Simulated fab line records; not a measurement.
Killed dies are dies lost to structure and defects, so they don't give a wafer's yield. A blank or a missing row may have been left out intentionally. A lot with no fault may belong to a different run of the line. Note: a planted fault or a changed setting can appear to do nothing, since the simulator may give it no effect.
Chamber matching    flow sfqLine    cmp-02 running SFQ_TRILAYER_I0_CMP_CMP_028: 4 sister chambers
The step polishes SiO2. 4 wafers are shown with their chamber, then 9 later ones without.

WAFERS WITH THEIR CHAMBER
wafer   chamber  motorCurrentA (A)
L289.3  2        10.1
L291.3  1        9.5
L291.4  0        12.8
L291.2  3        9.4

WAFERS WITH NO CHAMBER GIVEN
wafer   motorCurrentA (A)
L298.4  12.4
L298.5  9.8
L298.6  12.9
L300.1  10.8
L300.2  10.4
L300.3  9.7
L302.1  9.5
L302.3  12.6
L302.4  10.1

WHICH CHAMBER EACH ONE RAN IN
wafer   from the rows above           in truth
L298.4  0                             0
L298.5  can't be placed: 2 or 1 or 3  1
L298.6  0                             0
L300.1  can't be placed: 2 or 1       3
L300.2  can't be placed: 2 or 1       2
L300.3  can't be placed: 1 or 3 or 2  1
L302.1  can't be placed: 1 or 3 or 2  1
L302.3  0                             0
L302.4  can't be placed: 2 or 1       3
Correctly placed: 3 of 9. Can't be placed from these rows: 6 (the true chamber is among the candidates in 4). Number placed wrongly: 0.
How it was worked out, from the rows above alone: a wafer's distance from a chamber is the root of the sum, over the readings, of the square of ((its reading less the chamber's mean) divided by the reading's scatter). The wafer belongs to the nearest chamber; if the next one is less than 2 further off, it can't be placed. The mean given for a chamber averages the wafers shown for that chamber. The scatter (one wafer shown for each chamber): square how far every hidden wafer sits from the nearest shown wafer, average those squares and take the square root.
